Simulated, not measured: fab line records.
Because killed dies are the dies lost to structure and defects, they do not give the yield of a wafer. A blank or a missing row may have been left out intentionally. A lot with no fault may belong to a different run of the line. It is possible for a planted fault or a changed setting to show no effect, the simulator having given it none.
Which tool was responsible? + flow sfq_line + 14 lots, 42 wafers sampled, at 5 steps of a route of 325

WHAT THE GAUGES SHOWED, per wafer
SFQ_L0_RS_MEAS_901: measurement is done with a four-point probe.
| lot  | measured    | on            | L0_MONX_KI_RS (ohm/sq) |
|------|-------------|---------------|------------------------|
| L787 | day 1 12:36 | film_metro-02 | 43.0 42.7 42.8         |
| L788 | day 1 17:35 | film_metro-01 | 42.7 42.9 42.6         |
| L790 | day 2 03:35 | film_metro-04 | 43.2 43.0 42.9         |
| L791 | day 2 08:48 | film_metro-04 | 21.2 21.1 21.2         |
| L799 | day 4 00:49 | film_metro-04 | 21.3 21.4 21.2         |
| L800 | day 4 05:40 | film_metro-01 | 42.9 42.8 42.5         |
| L801 | day 4 10:34 | film_metro-04 | 41.9 42.3 41.7         |
| L802 | day 4 15:36 | film_metro-04 | 42.7 42.8 42.5         |
| L803 | day 4 20:38 | film_metro-04 | 42.5 42.5 42.2         |
| L804 | day 5 01:36 | film_metro-01 | 42.6 42.6 42.6         |
| L805 | day 5 06:35 | film_metro-04 | 42.9 42.4 42.5         |
| L806 | day 5 11:34 | film_metro-02 | 42.6 42.7 42.6         |
| L809 | day 6 02:34 | film_metro-01 | 43.1 42.6 43.0         |
| L810 | day 6 07:34 | film_metro-01 | 42.2 42.6 42.5         |

SFQ_L0_THK_MEAS_902: measures by xrf.
| lot  | measured    | on            | L0_MONX_KI_THK (nm) |
|------|-------------|---------------|---------------------|
| L787 | day 1 12:42 | film_metro-02 | 40.9 41.2 41.1      |
| L788 | day 1 17:41 | film_metro-01 | 40.9 41.0 41.3      |
| L790 | day 2 03:41 | film_metro-04 | 40.7 40.4 40.7      |
| L791 | day 2 08:55 | film_metro-04 | 82.8 83.4 82.4      |
| L799 | day 4 00:56 | film_metro-04 | 82.9 81.8 82.7      |
| L800 | day 4 05:46 | film_metro-01 | 40.9 41.1 41.6      |
| L801 | day 4 10:41 | film_metro-04 | 41.9 41.5 42.1      |
| L802 | day 4 15:42 | film_metro-04 | 40.7 41.1 41.2      |
| L803 | day 4 20:46 | film_metro-04 | 41.5 41.4 41.6      |
| L804 | day 5 01:42 | film_metro-01 | 41.7 41.3 41.2      |
| L805 | day 5 06:41 | film_metro-04 | 40.8 41.3 41.3      |
| L806 | day 5 11:41 | film_metro-02 | 41.1 40.8 41.0      |
| L809 | day 6 02:41 | film_metro-01 | 40.4 40.9 40.7      |
| L810 | day 6 07:41 | film_metro-01 | 41.3 41.0 41.1      |

SFQ_I0_OVL_MEAS_908.
| lot  | measured     | on         | I0_OVL (nm) |
|------|--------------|------------|-------------|
| L787 | day 17 04:55 | overlay-01 | 3 3 4       |
| L788 | day 17 10:55 | overlay-02 | 3 4 6       |
| L790 | day 17 14:31 | overlay-01 | 8 4 0       |
| L791 | day 17 16:54 | overlay-02 | 3 5 11      |
| L799 | day 22 07:19 | overlay-02 | 8 6 9       |
| L800 | day 23 06:43 | overlay-02 | -3 1 -7     |
| L801 | day 24 05:31 | overlay-01 | 4 4 0       |
| L802 | day 24 17:31 | overlay-02 | -1 3 0      |
| L803 | day 25 01:55 | overlay-02 | -2 0 -2     |
| L804 | day 25 06:43 | overlay-01 | 5 3 -1      |
| L805 | day 25 18:43 | overlay-02 | -1 3 1      |
| L806 | day 25 22:47 | overlay-02 | -9 -10 3    |
| L809 | day 26 21:48 | overlay-01 | -9 -10 -6   |
| L810 | day 27 05:31 | overlay-02 | 6 1 -2      |

WHICH TOOL RAN EACH LOT (tool, then ch and the chambers of the sampled wafers, then the start)
| lot  | SFQ_TRILAYER_L0_DEP_SPUTTER_003 | SFQ_TRILAYER_L0_ETCH_METAL_ETCH_008 |
|------|---------------------------------|-------------------------------------|
| L787 | pvd_sputter-05, day 1 12:29     | rie_metal-04 ch 0,1, day 4 03:51    |
| L788 | pvd_sputter-06, day 1 17:29     | rie_metal-02 ch 0,1, day 4 05:02    |
| L790 | pvd_sputter-05, day 2 03:29     | rie_metal-02 ch 0,1, day 4 08:38    |
| L791 | pvd_sputter-05, day 2 08:29     | rie_metal-04 ch 0,1, day 4 09:50    |
| L799 | pvd_sputter-05, day 4 00:29     | rie_metal-04 ch 0,1, day 7 06:03    |
| L800 | pvd_sputter-05, day 4 05:29     | rie_metal-02 ch 1, day 7 12:03      |
| L801 | pvd_sputter-06, day 4 10:29     | rie_metal-04 ch 0,1, day 7 23:09    |
| L802 | pvd_sputter-03, day 4 15:29     | rie_metal-02 ch 0,1, day 8 07:34    |
| L803 | pvd_sputter-03, day 4 20:29     | rie_metal-04 ch 0,1, day 8 13:33    |
| L804 | pvd_sputter-06, day 5 01:29     | rie_metal-03 ch 0,1, day 8 16:50    |
| L805 | pvd_sputter-05, day 5 06:29     | rie_metal-04 ch 0, day 8 22:38      |
| L806 | pvd_sputter-05, day 5 11:29     | rie_metal-04 ch 1, day 9 03:51      |
| L809 | pvd_sputter-03, day 6 02:29     | rie_metal-03 ch 0,1, day 9 21:52    |
| L810 | pvd_sputter-05, day 6 07:29     | rie_metal-02 ch 1, day 10 03:51     |
- SFQ_TRILAYER_L0_DEP_SPUTTER_003: material MoNx KI, target thk 40 nm, time 102.5 s.
- SFQ_TRILAYER_L0_ETCH_METAL_ETCH_008: etches MoNx KI in SF6/O2, stops on SiO2, target depth 50 nm, time 25 s.

WHAT THE TOOLS THEMSELVES READ (means of the sampled wafers that have a number; where no wafer has one, the mark that the record gives instead)
SFQ_TRILAYER_L0_DEP_SPUTTER_003.
| lot  | tool           | throttle_valve_pct (%) |
|------|----------------|------------------------|
| L787 | pvd_sputter-05 | 30.7                   |
| L788 | pvd_sputter-06 | 29.9                   |
| L790 | pvd_sputter-05 | 30.5                   |
| L791 | pvd_sputter-05 | 30.5                   |
| L799 | pvd_sputter-05 | 30.6                   |
| L800 | pvd_sputter-05 | 30.6                   |
| L801 | pvd_sputter-06 | 29.4                   |
| L802 | pvd_sputter-03 | 29.9                   |
| L803 | pvd_sputter-03 | 29.1                   |
| L804 | pvd_sputter-06 | 29.4                   |
| L805 | pvd_sputter-05 | 30.2                   |
| L806 | pvd_sputter-05 | 30.4                   |
| L809 | pvd_sputter-03 | 30.7                   |
| L810 | pvd_sputter-05 | 30.3                   |

SFQ_TRILAYER_L0_ETCH_METAL_ETCH_008.
| lot  | tool         | drypump_motor_current_A (A) | oes_product_au (a.u.) |
|------|--------------|-----------------------------|-----------------------|
| L787 | rie_metal-04 | 5.6                         | 0.886                 |
| L788 | rie_metal-02 | 6.0                         | 0.888                 |
| L790 | rie_metal-02 | 6.0                         | 0.881                 |
| L791 | rie_metal-04 | 5.6                         | 0.998                 |
| L799 | rie_metal-04 | 5.4                         | 1.003                 |
| L800 | rie_metal-02 | 5.4                         | 0.885                 |
| L801 | rie_metal-04 | 5.3                         | 0.891                 |
| L802 | rie_metal-02 | 5.7                         | 0.887                 |
| L803 | rie_metal-04 | 5.3                         | 0.883                 |
| L804 | rie_metal-03 | 6.0                         | 0.885                 |
| L805 | rie_metal-04 | 5.1                         | 0.885                 |
| L806 | rie_metal-04 | 5.9                         | 0.891                 |
| L809 | rie_metal-03 | 6.0                         | 0.881                 |
| L810 | rie_metal-02 | 5.4                         | 0.884                 |

THE ANSWER, worked out from the rows above alone
Rule: the lots themselves supply what counts as usual. The widest of any qualifying gaps counts: lots, ordered by their means at a reading, are off when they make up no more than a third of the lots, leave a main group of 4 or more, and stand apart from it by 3 or more times the standard deviation of that group's means. A main group is skipped when, at the precision printed for the reading in the tables above, its means are all equal. Also off: a lot with no number at a reading for which 4 or more lots have one. Any other lot the step has rows for is counted as sound. The gauges are gone through in route order, then the tools' own readings, and for those a lot's mean is taken as printed above. At the first step where some lot is off, the reading lying furthest off is the one used; lots without a number count as furthest.
Off: L791, L799, at SFQ_L0_RS_MEAS_901 (L0_MONX_KI_RS). Mean 42.6 ohm/sq and standard deviation 0.26 in the main group.
A tool fits if, at a process step before that reading, it ran every lot that is off, and no sound lot after the first of them. The gauges at SFQ_L0_RS_MEAS_901 aren't tried: what is off there is off at SFQ_TRILAYER_L0_ETCH_METAL_ETCH_008 too, on other tools, and a gauge's error can't cause that. No candidate that was tried fits.

WHAT THE SIMULATOR HAD INSERTED
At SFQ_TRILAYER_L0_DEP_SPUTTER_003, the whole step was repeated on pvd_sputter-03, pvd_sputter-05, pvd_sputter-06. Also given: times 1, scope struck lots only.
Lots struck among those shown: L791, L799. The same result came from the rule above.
